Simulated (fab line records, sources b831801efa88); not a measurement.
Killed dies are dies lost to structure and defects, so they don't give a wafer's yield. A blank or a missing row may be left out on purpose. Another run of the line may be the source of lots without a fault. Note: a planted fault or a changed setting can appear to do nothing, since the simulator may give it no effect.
A lot that was struck, set against a sound lot + flow sky130 + 19 steps out of a route of 708
Sound: wafers L439.1, L439.4, L439.5. Struck: wafers L438.1, L438.4, L438.6. At the end, the cause is stated.
Per side, at each step with rows, come the tool, then ch with its chambers, and then its first start. Under that, the readings that differ: sound wafers + struck wafers + difference of the means + sigmas: that difference in standard deviations of wafers without a fault.
alike: readings with means less than 2 such deviations apart, plus words and numbers identical on both sides. not compared: withheld readings, readings lacking a value on some wafer, bounds such as >300 that could conceal the same value, and numbers that have no deviation in the record and whose values overlap.
A row with sigmas, a row that says differs or no value, or rows on one side alone: a step with any of these is where the two part. Non-overlapping numbers with no deviation appear without sigmas and do not part them. Lack of a reading on every wafer of one side parts them only where that side has two or more wafers.

first, 1 step without rows for these wafers: SKY_RES_XHIGH_IMPLANT_07.
SKY_RES_XHIGH_STRIP_08: strips in O2/N2.
  sound on plasma_asher-01 ch 0,1, day 31 06:11; struck on plasma_asher-01 ch 0,1, day 31 17:32
  alike: drypump_motor_current_A, oes_product_au, strip_time_to_endpoint_s
  not compared: rf_hours_counter_h
SKY_RES_XHIGH_TW_MEAS_09:
  struck on film_metro-04, day 31 17:38; sound on film_metro-02, day 31 06:17
| reading      | sound          | struck         | difference | sigmas |
|--------------|----------------|----------------|------------|--------|
| RES_XHIGH_TW | 1634 1624 1637 | 1668 1666 1666 | +35        | +2     |
then, 7 steps without rows for these wafers: SKY_SD_N_DEHYDRATE_00 (time 60 s); SKY_SD_N_HMDS_01 (prime time 60 s); SKY_SD_N_COAT_02 (resist thk 1140 nm); SKY_SD_N_SOFTBAKE_03 (time 60 s); SKY_SD_N_EXPOSE_04 (exposes mask NSDM, target cd 380 nm); SKY_SD_N_PEB_05; SKY_SD_N_DEVELOP_06 (develop time 60 s).
SKY_SD_N_CD_MEAS_07: target cd 380 nm.
  struck on cd_sem-01, day 32 20:19; sound on cd_sem-01, day 32 08:58
  alike: cd_nm
SKY_SD_N_OVL_MEAS_08:
  struck on overlay-02, day 32 20:26; sound on overlay-02, day 32 09:05
  alike: SD_N_OVL
SKY_SD_N_IMPLANT_09:
  sound on implanter-03 ch 0, day 32 09:08; struck on implanter-02 ch 0, day 32 20:29
| reading                   | sound                | struck               | difference | sigmas      |
|---------------------------|----------------------|----------------------|------------|-------------|
| beam_energy_keV           | 49.987 50.008 49.991 | 39.919 39.933 39.917 | -10.072    | -99 or more |
| model.implant.rp_nm (nm)  | 31.48 31.48 31.48    | 27.11 27.11 27.11    | -4.37      |             |
| model.implant.drp_nm (nm) | 14.11 14.11 14.11    | 11.94 11.94 11.94    | -2.17      |             |
next, for these wafers, 1 step has no rows: SKY_SD_N_IMPLANT_10.
SKY_SD_N_STRIP_11: strips in O2/N2.
  sound on plasma_asher-02 ch 0,1, day 32 09:26; struck on plasma_asher-03 ch 0,1, day 32 20:47
| reading                      | sound             | struck            | difference | sigmas |
|------------------------------|-------------------|-------------------|------------|--------|
| drypump_motor_current_A (A)  | 4.7 5.2 4.8       | 6.1 5.7 6.1       | +1.1       | +2     |
| oes_product_au (a.u.)        | 0.521 0.527 0.527 | 0.550 0.549 0.545 | +0.023     | +5     |
| strip_time_to_endpoint_s (s) | 22.40 22.43 22.43 | 20.89 20.89 20.90 | -1.53      | -40    |
  not compared: rf_hours_counter_h
SKY_SD_N_TW_MEAS_12:
  struck on film_metro-04, day 32 21:15; sound on film_metro-04, day 32 09:32
| reading | sound          | struck         | difference | sigmas |
|---------|----------------|----------------|------------|--------|
| SD_N_TW | 4013 4027 4065 | 3830 3820 3819 | -212       | -7     |
  not compared: hold
SKY_SD_N_RTA_14: time 2 s.
  sound on rtp_anneal-01 ch 0, day 32 09:38; struck on rtp_anneal-01 ch 0, day 33 00:29
  alike: chamber_o2_ppm, lamp_power_pct, wafer_temp_C_max
SKY_SD_N_RS_MEAS_16: uses a four-point probe to measure.
  struck on film_metro-02, day 33 01:15; sound on film_metro-02, day 32 09:49
| reading          | sound             | struck            | difference | sigmas |
|------------------|-------------------|-------------------|------------|--------|
| SD_N_RS (ohm/sq) | 68.41 68.61 68.53 | 76.45 76.43 76.42 | +7.92      | +61    |
  not compared: hold
SKY_PAD_OPEN_PROBE_99:
  sound wafers here have rows in the record (prober-01, day 48 23:19); struck ones have none

== WHERE THEY PART ==
At SKY_RES_XHIGH_TW_MEAS_09 first; at SKY_PAD_OPEN_PROBE_99 last (within this record only).

WHY: whatever the simulator had introduced
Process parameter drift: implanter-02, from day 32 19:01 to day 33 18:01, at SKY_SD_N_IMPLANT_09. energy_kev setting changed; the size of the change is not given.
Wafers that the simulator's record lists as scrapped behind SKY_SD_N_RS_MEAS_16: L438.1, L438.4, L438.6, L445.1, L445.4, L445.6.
